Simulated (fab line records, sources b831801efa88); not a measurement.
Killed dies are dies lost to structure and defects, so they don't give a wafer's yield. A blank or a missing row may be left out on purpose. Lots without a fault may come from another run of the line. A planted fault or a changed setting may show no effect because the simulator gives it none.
Chamber matching | flow sky130 | SKY_VIA2_HDPCVD_00 on hdpcvd-02: 3 sister chambers
The step deposits SiO2, target thk 1180 nm, time 196.7 s. 14 wafers are shown with their chamber, then 7 later ones without.

WAFERS WITH THEIR CHAMBER
wafer  | chamber | pressure_mtorr (mTorr)
L333.2 | 2       | 5.994
L333.3 | 1       | 5.988
L333.6 | 0       | 6.008
L339.2 | 2       | 5.999
L339.3 | 0       | 5.994
L339.4 | 1       | 5.999
L342.2 | 2       | 5.992
L342.4 | 2       | 6.003
L342.5 | 1       | 5.999
L346.1 | 1       | 6.000
L346.3 | 2       | 5.997
L346.6 | 1       | 6.017
L350.1 | 2       | 6.010
L350.5 | 1       | 6.005

SIGNATURES (means of the wafers above)
reading        | chamber 0 | chamber 1 | chamber 2 | scatter within a chamber
pressure_mtorr | 6.00100   | 6.00133   | 5.99917   | 0.00832
Rule: a wafer's distance from a chamber is the root of the sum, over the readings, of the square of ((its reading less the chamber's mean) divided by the reading's scatter). The wafer belongs to the nearest chamber; if the next one is less than 2 further off, it can't be placed. The scatter: the root of (the sum of the squares of (reading less its chamber's mean) over the shown wafers, divided by (wafers less chambers)).

WAFERS WITHOUT THEIR CHAMBER
wafer  | pressure_mtorr (mTorr)
L350.6 | 6.009
L351.1 | 5.978
L351.4 | 5.989
L351.6 | 5.971
L355.3 | 6.002
L355.5 | 5.994
L355.6 | 5.987

WHICH CHAMBER EACH WENT THROUGH
wafer  | from the rows above          | in truth
L350.6 | can't be placed: 1 or 0 or 2 | 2
L351.1 | can't be placed: 2 or 0 or 1 | 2
L351.4 | can't be placed: 2 or 0 or 1 | 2
L351.6 | can't be placed: 2 or 0 or 1 | 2
L355.3 | can't be placed: 1 or 0 or 2 | 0
L355.5 | can't be placed: 2 or 0 or 1 | 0
L355.6 | can't be placed: 2 or 0 or 1 | 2
Placed correctly: 0 of 7. Can't be placed from these rows: 7 (the true chamber is among the candidates in 7). Placed wrongly: 0.
